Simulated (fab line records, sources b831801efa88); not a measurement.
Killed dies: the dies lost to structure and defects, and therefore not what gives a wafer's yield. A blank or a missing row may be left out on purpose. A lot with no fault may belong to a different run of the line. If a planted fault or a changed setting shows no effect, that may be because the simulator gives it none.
fab line records	flow sky130
[record] lots = 10	wafers = 30	last_day = 51
route steps=708 shown METAL4@630 METAL5@675 PASSIVATION@683 PAD_OPEN@701
lots untouched by any fault: they come from a run of this same line in which no faults occurred
start_h: start of the lot's first displayed wafer, in hours after the record's first day	wait_h: hours since the lot's step before	" repeats the value in the row above	L1.1+2: several wafers, shown together as one row	- value missing, or start not given	* or withheld: withheld	< > ~ a bound
route shown NAME@n: a module of which the file shows steps, and the number in the route of the first	usual: average and standard deviation across the fault-free wafers	same: alike in all rows	chamber/n: place in a boat	sites: the reading at each site	_std_site: their standard deviation	_edge_site: mean of outer sites minus mean of inner sites	radius_mm: how far each site lies from the wafer's centre	mask NAME#n: copy n	behind: the last tool/chamber to shape the wafer	hold: why the lot was held/for how many hours/how that ended	device: which transistor (n, p or np) failed to switch	end of line: the tests these same wafers got at the end of their route	a step given without rows: its recipe and nothing more	killed: at the first sort, the dies lost to defects and structure; wafer yield is something else	map: dies across one wafer; x = killed, . = not, _ = none there
set.NAME: the setting as run; set.NAME@STEP: as run at that earlier step	model.NAME: the simulator's own value behind a step, which no gauge read
one table for each step of the route and one row for each wafer, over a sample of lots
services: when a tool's chamber went out of use (start_h, in hours from the record's first day, below 0 if earlier), for how many hours, and the reason
[[steps]]
[step SKY_METAL4_OVL_MEAS_14]
[usual] METAL4_OVL = 0/5
lot.wafer	tool	chamber	start_h	wait_h	METAL4_OVL[nm]
L212.1	overlay-02	-	981.85	0.1	13
L212.2	"	-	"	"	6
L212.4	"	-	"	"	-1
L213.1	overlay-02	-	1002.40	0.1	3
L213.4	"	-	"	"	-1
L213.5	"	-	"	"	4
L219.3	overlay-02	-	1042.94	0.1	4
L219.4	"	-	"	"	2
L219.5	"	-	"	"	-3
L220.2	overlay-01	-	1044.88	0.1	2
L220.3	"	-	"	"	9
L220.6	"	-	"	"	4
L221.2	overlay-01	-	1056.73	0.1	-4
L221.3	"	-	"	"	0
L221.4	"	-	"	"	-7
L229.1	overlay-02	-	1119.67	0.1	3
L229.4	"	-	"	"	4
L229.6	"	-	"	"	4
L230.1	overlay-02	-	1123.27	0.1	3
L230.2	"	-	"	"	-4
L230.6	"	-	"	"	2
L231.1	overlay-01	-	1130.22	0.1	-2
L231.2	"	-	"	"	-6
L231.3	"	-	"	"	-3
L232.2	overlay-02	-	1131.45	0.1	-3
L232.4	"	-	"	"	-7
L232.6	"	-	"	"	-11
L235.2	overlay-02	-	1138.83	0.1	1
L235.4	"	-	"	"	-2
L235.5	"	-	"	"	-1
[step SKY_METAL5_DESCUM_14]
[recipe] chemistry = O2	source_power_w = 150	bias_power_w = 0	pressure_mtorr = 10	temp_c = 40	time_s = 11
[usual] drypump_motor_current_A = 5.5/0.38	oes_product_au = 1.005/0.008
[same] bias_power_w = 0	time_s = 11
lot.wafer	tool	chamber	start_h	wait_h	drypump_motor_current_A	oes_product_au	rf_hours_counter_h
L212.1	rie_metal-01	1	1032.02	0.1	6.2	1.004	14
L212.2	"	0	"	"	5.1	1.006	11
L212.4	"	1	"	"	6.1	1.005	-
L213.1	rie_metal-02	0	1051.09	0.1	6.0	1.002	8
L213.4	"	1	"	"	5.3	1.005	-
L213.5	"	0	"	"	6.0	1.002	-
L219.3	rie_metal-01	1	1089.35	0.1	6.1	1.005	-
L219.4	"	0	"	"	5.1	0.998	-
L219.5	"	0	"	"	5.1	0.994	-
L220.2	rie_metal-02	0	1090.78	0.1	6.0	1.004	11
L220.3	"	0	"	"	6.0	0.996	-
L220.6	"	0	"	"	6.0	1.006	-
L221.2	rie_metal-02	0	1100.78	0.1	6.0	1.009	12
L221.3	"	0	"	"	6.0	1.001	-
L221.4	"	1	"	"	5.3	1.011	-
L229.1	rie_metal-02	1	1161.13	0.1	5.3	1.010	24
L229.4	"	0	"	"	5.9	1.006	-
L229.6	"	1	"	"	5.3	1.010	-
L230.1	rie_metal-03	0	1164.03	0.1	5.4	1.015	11
L230.2	"	1	"	"	5.3	0.999	21
L230.6	"	0	"	"	5.4	1.002	-
L231.1	rie_metal-01	0	1170.24	0.1	5.1	0.994	21
L231.2	"	1	"	"	6.1	1.000	24
L231.3	"	1	"	"	6.1	0.994	-
L232.2	rie_metal-02	1	1170.63	0.1	5.3	1.006	25
L232.4	"	1	"	"	5.3	1.004	-
L232.6	"	0	"	"	6.0	0.992	-
L235.2	rie_metal-02	1	1177.98	0.1	5.3	1.019	26
L235.4	"	0	"	"	6.0	0.995	-
L235.5	"	1	"	"	5.2	1.007	-
[step SKY_PASSIVATION_CVD_02]
[recipe] material = Si3N4	target_thk_nm = 540	temp_c = 400	time_s = withheld	rf_w = 450
[usual] heater_power_w = 667/94
lot.wafer	tool	chamber	start_h	wait_h	heater_power_w
L212.1	pecvd-03	0	1032.97	0.1	564
L212.2	"	1	"	"	598
L212.4	"	2	"	"	664
L213.1	pecvd-01	1	1052.03	0.1	548
L213.4	"	2	"	"	592
L213.5	"	1	"	"	611
L219.3	pecvd-03	0	1090.32	0.0	665
L219.4	"	2	"	"	680
L219.5	"	1	"	"	732
L220.2	pecvd-03	0	1091.73	0.0	699
L220.3	"	2	"	"	667
L220.6	"	2	"	"	688
L221.2	pecvd-03	1	1101.77	0.0	722
L221.3	"	0	"	"	587
L221.4	"	0	"	"	646
L229.1	pecvd-01	1	1162.08	0.1	633
L229.4	"	1	"	"	664
L229.6	"	0	"	"	783
L230.1	pecvd-01	0	1165.02	0.1	770
L230.2	"	2	"	"	583
L230.6	"	0	"	"	782
L231.1	pecvd-03	1	1171.22	0.1	736
L231.2	"	2	"	"	577
L231.3	"	0	"	"	701
L232.2	pecvd-04	1	1171.59	0.0	581
L232.4	"	1	"	"	606
L232.6	"	2	"	"	768
L235.2	pecvd-04	1	1178.92	0.0	615
L235.4	"	2	"	"	918
L235.5	"	1	"	"	619
[step SKY_PASSIVATION_THK_MEAS_03]
[recipe] reads = Si3N4_of_PASSIVATION_CVD_02
[usual] PASSIVATION_CVD_02_THK = 541/7.1
lot.wafer	tool	chamber	start_h	wait_h	PASSIVATION_CVD_02_THK[nm]
L212.1	film_metro-01	-	1033.20	-	533
L212.2	"	-	"	"	539
L212.4	"	-	"	"	549
L213.1	film_metro-02	-	1052.26	-	547
L213.4	"	-	"	"	546
L213.5	"	-	"	"	546
L219.3	film_metro-01	-	1090.56	-	499
L219.4	"	-	"	"	545
L219.5	"	-	"	"	542
L220.2	film_metro-04	-	1091.96	-	533
L220.3	"	-	"	"	512
L220.6	"	-	"	"	521
L221.2	film_metro-04	-	1102.00	-	533
L221.3	"	-	"	"	513
L221.4	"	-	"	"	547
L229.1	film_metro-04	-	1162.30	-	537
L229.4	"	-	"	"	544
L229.6	"	-	"	"	547
L230.1	film_metro-04	-	1165.25	-	534
L230.2	"	-	"	"	531
L230.6	"	-	"	"	543
L231.1	film_metro-04	-	1171.45	-	536
L231.2	"	-	"	"	537
L231.3	"	-	"	"	535
L232.2	film_metro-04	-	1171.82	-	529
L232.4	"	-	"	"	532
L232.6	"	-	"	"	544
L235.2	film_metro-02	-	1179.15	-	532
L235.4	"	-	"	"	547
L235.5	"	-	"	"	545
[step SKY_PASSIVATION_ETCH_11]
[recipe] chemistry = CF4/O2	target_depth_nm = 725	stop_on = AlCu	source_w = 800	bias_w = 150	pressure_mtorr = 150	cf4_flow_sccm = 80	O2_flow_sccm = 10	time_s = 161.1
[usual] drypump_motor_current_A = 5.6/0.47	oes_product_au = 0.978/0.0074	throttle_valve_pct = 5.965/0.0094
[same] time_s = 161.1
lot.wafer	tool	chamber	start_h	wait_h	drypump_motor_current_A	oes_product_au	rf_hours_counter_h	throttle_valve_pct
L212.1	rie_diel-04	2	1054.79	-	5.6	0.969	26	5.961
L212.2	"	0	"	"	5.3	0.983	11	5.957
L212.4	"	3	"	"	6.6	0.992	20	5.984
L213.1	rie_diel-03	1	1074.07	-	5.9	0.980	14	5.969
L213.4	"	0	"	"	5.2	0.986	-	5.974
L213.5	"	3	"	"	6.2	0.987	-	5.987
L219.3	rie_diel-03	0	1111.17	-	5.3	0.941	16	5.948
L219.4	"	1	"	"	6.0	0.977	15	5.969
L219.5	"	2	"	"	5.9	0.977	-	5.983
L220.2	rie_diel-01	3	1112.95	-	5.1	0.976	18	5.978
L220.3	"	0	"	"	5.5	0.948	20	5.955
L220.6	"	1	"	"	5.0	0.966	-	5.959
L221.2	rie_diel-03	1	1122.19	-	5.9	0.974	16	5.976
L221.3	"	2	"	"	5.9	0.958	2	5.951
L221.4	"	3	"	"	6.2	0.977	23	5.970
L229.1	rie_diel-01	3	1179.85	-	5.0	0.981	20	5.965
L229.4	"	2	"	"	6.1	0.977	10	5.970
L229.6	"	2	"	"	6.1	0.980	-	5.958
L230.1	rie_diel-03	2	1183.24	-	5.9	0.976	4	5.964
L230.2	"	3	"	"	6.1	0.971	25	5.941
L230.6	"	1	"	"	5.9	0.986	-	5.972
L231.1	rie_diel-04	0	1188.68	-	5.3	0.977	16	5.964
L231.2	"	2	"	"	5.6	0.971	2	5.970
L231.3	"	1	"	"	5.2	0.960	24	5.980
L232.2	rie_diel-03	0	1189.03	-	5.2	0.981	19	5.964
L232.4	"	1	"	"	5.9	0.977	18	5.958
L232.6	"	3	"	"	6.2	0.967	-	5.977
L235.2	rie_diel-04	0	1195.85	-	5.3	0.971	16	5.962
L235.4	"	1	"	"	5.2	0.975	25	5.966
L235.5	"	2	"	"	5.6	0.980	-	5.959
[step SKY_PAD_OPEN_ETCH_07]
[recipe] chemistry = CF4/O2	target_depth_nm = 725	stop_on = AlCu	source_w = 800	bias_w = 150	pressure_mtorr = 150	cf4_flow_sccm = 80	O2_flow_sccm = 10	time_s = 161.1
[usual] drypump_motor_current_A = 5.7/0.5	oes_product_au = 0.978/0.0074	throttle_valve_pct = 5.964/0.01
[same] time_s = 161.1
lot.wafer	tool	chamber	start_h	wait_h	drypump_motor_current_A	oes_product_au	rf_hours_counter_h	throttle_valve_pct
L212.1	rie_diel-02	2	1076.20	-	6.1	0.967	6	5.983
L212.2	"	0	"	"	5.2	0.979	18	5.982
L212.4	"	3	"	"	5.0	0.986	16	5.952
L213.1	rie_diel-04	2	1095.48	-	5.6	0.983	27	5.977
L213.4	"	0	"	"	5.3	0.987	12	5.957
L213.5	"	1	"	"	5.2	0.977	-	5.954
L219.3	rie_diel-04	3	1131.49	-	6.6	0.949	22	5.953
L219.4	"	1	"	"	5.2	0.980	22	5.973
L219.5	"	1	"	"	5.2	0.982	-	5.978
L220.2	rie_diel-02	3	1132.64	-	5.0	0.969	18	5.952
L220.3	"	2	"	"	6.2	0.961	8	5.966
L220.6	"	2	"	"	6.1	0.970	-	5.956
L221.2	rie_diel-04	2	1141.59	-	5.6	0.967	1	5.974
L221.3	"	1	"	"	5.2	0.952	22	5.953
L221.4	"	3	"	"	6.6	0.986	23	5.968
L229.1	rie_diel-02	0	1196.80	-	5.2	0.974	21	5.968
L229.4	"	2	"	"	6.1	0.983	10	5.952
L229.6	"	2	"	"	6.1	0.982	-	5.968
L230.1	rie_diel-02	2	1199.79	-	6.2	0.965	10	5.964
L230.2	"	3	"	"	5.0	0.974	20	5.968
L230.6	"	2	"	"	6.1	0.981	-	5.968
L231.1	rie_diel-02	3	1204.78	-	5.0	0.978	20	5.958
L231.2	"	1	"	"	6.1	0.969	29	5.980
L231.3	"	2	"	"	6.1	0.984	11	5.957
L232.2	rie_diel-04	3	1205.15	-	6.6	0.968	25	5.958
L232.4	"	2	"	"	5.6	0.981	3	5.953
L232.6	"	0	"	"	5.4	0.977	-	5.961
L235.2	rie_diel-03	2	1211.73	-	5.9	0.976	5	5.956
L235.4	"	1	"	"	5.9	0.976	19	5.952
L235.5	"	3	"	"	6.2	0.977	-	5.990
[step SKY_PAD_OPEN_STRIP_08]
[recipe] chemistry = O2/N2	power_w = 1400	pressure_mtorr = 1500	platen_temp_c = withheld	overash_fraction = 0.7	o2_flow_sccm = 3000	n2_flow_sccm = 300
[usual] drypump_motor_current_A = 5.2/0.31	oes_product_au = 0.662/0.0045	strip_time_to_endpoint_s = 37.07/0.1
lot.wafer	tool	chamber	start_h	wait_h	drypump_motor_current_A	oes_product_au	rf_hours_counter_h	strip_time_to_endpoint_s
L212.1	plasma_asher-04	0	1076.31	0.1	5.2	0.665	63	37.18
L212.2	"	1	"	"	4.9	0.658	63	37.14
L212.4	"	1	"	"	4.8	0.667	-	37.11
L213.1	plasma_asher-01	1	1095.58	0.1	4.8	0.654	3	37.10
L213.4	"	1	"	"	4.8	0.668	-	37.23
L213.5	"	1	"	"	4.9	0.656	-	37.10
L219.3	plasma_asher-02	0	1131.63	0.1	5.1	0.657	-	37.10
L219.4	"	1	"	"	5.6	0.665	-	37.14
L219.5	"	1	"	"	5.6	0.666	-	37.04
L220.2	plasma_asher-04	1	1132.74	0.1	4.9	0.667	68	36.89
L220.3	"	1	"	"	4.9	0.665	-	36.95
L220.6	"	1	"	"	4.9	0.657	-	36.78
L221.2	plasma_asher-04	0	1141.69	0.1	5.2	0.661	70	37.04
L221.3	"	1	"	"	4.9	0.665	-	37.11
L221.4	"	0	"	"	5.2	0.659	-	37.11
L229.1	plasma_asher-02	1	1196.91	0.1	5.6	0.666	106	36.96
L229.4	"	1	"	"	5.6	0.664	-	36.87
L229.6	"	1	"	"	5.6	0.662	-	37.00
L230.1	plasma_asher-04	0	1199.89	0.1	5.2	0.657	75	37.11
L230.2	"	1	"	"	4.9	0.658	75	37.09
L230.6	"	0	"	"	5.2	0.664	-	37.03
L231.1	plasma_asher-01	0	1204.89	0.1	5.7	0.667	14	36.96
L231.2	"	1	"	"	4.8	0.656	14	36.97
L231.3	"	1	"	"	4.8	0.656	-	37.00
L232.2	plasma_asher-04	0	1205.26	0.1	5.2	0.661	76	37.02
L232.4	"	1	"	"	4.8	0.661	-	36.91
L232.6	"	1	"	"	4.9	0.666	-	36.98
L235.2	plasma_asher-02	0	1211.84	0.1	5.1	0.664	108	37.21
L235.4	"	1	"	"	5.6	0.674	-	37.19
L235.5	"	1	"	"	5.6	0.666	-	37.12
[[services]]
tool	chamber	start_h	hours	kind
pecvd-04	2	1026.62	5.1	repair
pecvd-04	1	1028.72	3.9	repair
rie_diel-01	-	1037.64	4.3	pm
pecvd-03	-	1047.64	0.6	repair
plasma_asher-01	-	1055.25	9.0	pm
plasma_asher-04	-	1071.79	4.3	pm
pecvd-03	0	1075.76	1.7	repair
rie_diel-01	1	1084.37	7.1	repair
rie_diel-04	3	1089.70	3.3	repair
rie_diel-04	3	1099.33	8.9	repair
rie_diel-04	2	1108.22	-	clean
rie_diel-04	2	1108.22	19.0	scheduled_down
rie_diel-04	2	1108.22	19.0	vent_cycle
rie_diel-02	0	1132.02	8.6	repair
plasma_asher-02	-	1133.78	6.8	repair
rie_metal-03	1	1153.24	5.1	repair
rie_diel-02	-	1162.04	3.4	repair
rie_diel-02	0	1164.35	2.2	repair
rie_diel-01	-	1170.56	0.5	repair
rie_diel-03	3	1176.37	6.3	repair
rie_diel-02	1	1177.60	9.7	repair
rie_diel-02	-	1178.21	15.6	pm
rie_metal-01	0	1190.42	3.6	repair
rie_diel-01	0	1199.74	7.6	repair
[[key]]
[first_sign] step = SKY_PASSIVATION_THK_MEAS_03	reading = PASSIVATION_CVD_02_THK	direction = down	sigmas = 4.1	usual = 541	struck = 511
[effect] step = SKY_PASSIVATION_ETCH_11	reading = oes_product_au	direction = down	sigmas = 3.4	usual = 0.978	struck = 0.953
[effect] step = SKY_PAD_OPEN_ETCH_07	reading = oes_product_au	direction = down	sigmas = 2.7	usual = 0.978	struck = 0.958
met_at SKY_PASSIVATION_CVD_02
struck_lots L219,L220,L221
struck_wafers L219.3,L220.3,L220.6,L221.3
not_acting_at SKY_METAL4_OVL_MEAS_14,SKY_METAL5_DESCUM_14,SKY_PAD_OPEN_STRIP_08
onset_between 1032.97 1090.32
[fault] kind = process_parameter_drift	tool = pecvd-03	chamber = -	onset_h = 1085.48	steps = SKY_PASSIVATION_CVD_02	channel = time_s	offset = withheld	shape = step	end_h = 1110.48	scope = struck_wafers_only	acts_in = *
